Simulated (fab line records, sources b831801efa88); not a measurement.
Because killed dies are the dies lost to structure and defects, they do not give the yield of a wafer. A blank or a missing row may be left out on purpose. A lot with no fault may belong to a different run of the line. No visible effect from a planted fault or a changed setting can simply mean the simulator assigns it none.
Matching of chambers | flow sky130 | SKY_CONTACT_ETCH_16 on rie diel-03 has 4 sister chambers
The step etches BARC in N2/H2, stops on SiO2, time 45.9 s, target depth 60 nm. 18 wafers are shown with their chamber, then 9 later ones without.

== WAFERS, EACH WITH ITS CHAMBER ==
wafer  | chamber | drypump motor current A (A) | chamber pressure mTorr (mTorr) | oes product au (a.u.)
L109.1 | 0       | 5.7                         | 30.050                         | 0.855
L109.4 | 1       | 5.5                         | 29.978                         | 0.854
L109.5 | 0       | 5.7                         | 30.008                         | 0.861
L118.2 | 3       | 5.8                         | 29.992                         | 0.856
L118.4 | 1       | 5.5                         | 29.983                         | 0.862
L118.6 | 1       | 5.5                         | 30.001                         | 0.846
L119.2 | 1       | 5.5                         | 29.947                         | 0.856
L119.3 | 0       | 5.7                         | 30.018                         | 0.861
L119.6 | 2       | 6.4                         | 30.011                         | 0.857
L122.1 | 2       | 6.4                         | 30.045                         | 0.858
L122.4 | 0       | 5.7                         | 29.997                         | 0.851
L122.5 | 0       | 5.7                         | 29.982                         | 0.861
L125.2 | 1       | 5.5                         | 29.979                         | 0.846
L125.3 | 0       | 5.7                         | 30.013                         | 0.857
L125.6 | 3       | 5.8                         | 30.015                         | 0.853
L130.1 | 0       | 5.7                         | 30.015                         | 0.852
L130.2 | 1       | 5.4                         | 29.986                         | 0.852
L130.5 | 0       | 5.7                         | 29.973                         | 0.848

SIGNATURES (means of the wafers above)
reading                 | chamber 0 | chamber 1 | chamber 2 | chamber 3 | scatter within a chamber
drypump motor current A | 5.700     | 5.483     | 6.400     | 5.800     | 0.0244
chamber pressure mTorr  | 30.00700  | 29.97900  | 30.02800  | 30.00350  | 0.0213
oes product au          | 0.85575   | 0.85267   | 0.85750   | 0.85450   | 0.00518
Rule: for a wafer and a chamber, the distance is found by dividing, reading by reading, the gap between the wafer's reading and the chamber's mean by the reading's scatter, squaring, summing and taking the root. The wafer belongs to the nearest chamber; if the next one is less than 2 further off, it can't be placed. How the scatter is found: for the shown wafers, subtract from each reading the mean of its chamber, square and add these, divide the total by (wafers less chambers), then take the root.

== WAFERS WHOSE CHAMBER IS MISSING ==
wafer  | drypump motor current A (A) | chamber pressure mTorr (mTorr) | oes product au (a.u.)
L128.1 | 5.7                         | 29.986                         | 0.851
L128.3 | 5.8                         | 30.018                         | 0.853
L128.4 | 6.4                         | 29.979                         | 0.857
L131.4 | 5.4                         | 29.966                         | 0.859
L131.5 | 5.8                         | 30.037                         | 0.850
L131.6 | 5.7                         | 29.970                         | 0.854
L132.1 | 5.8                         | 29.964                         | 0.855
L132.4 | 5.7                         | 30.017                         | 0.857
L132.6 | 5.4                         | 29.998                         | 0.858

== EACH ONE'S CHAMBER ==
wafer  | from the rows above | in truth
L128.1 | 0                   | 0
L128.3 | 3                   | 3
L128.4 | 2                   | 2
L131.4 | 1                   | 1
L131.5 | 3                   | 3
L131.6 | 0                   | 0
L132.1 | 3                   | 3
L132.4 | 0                   | 0
L132.6 | 1                   | 1
Correctly placed: 9 of 9. Can't be placed from these rows: 0. Wrongly placed: 0.
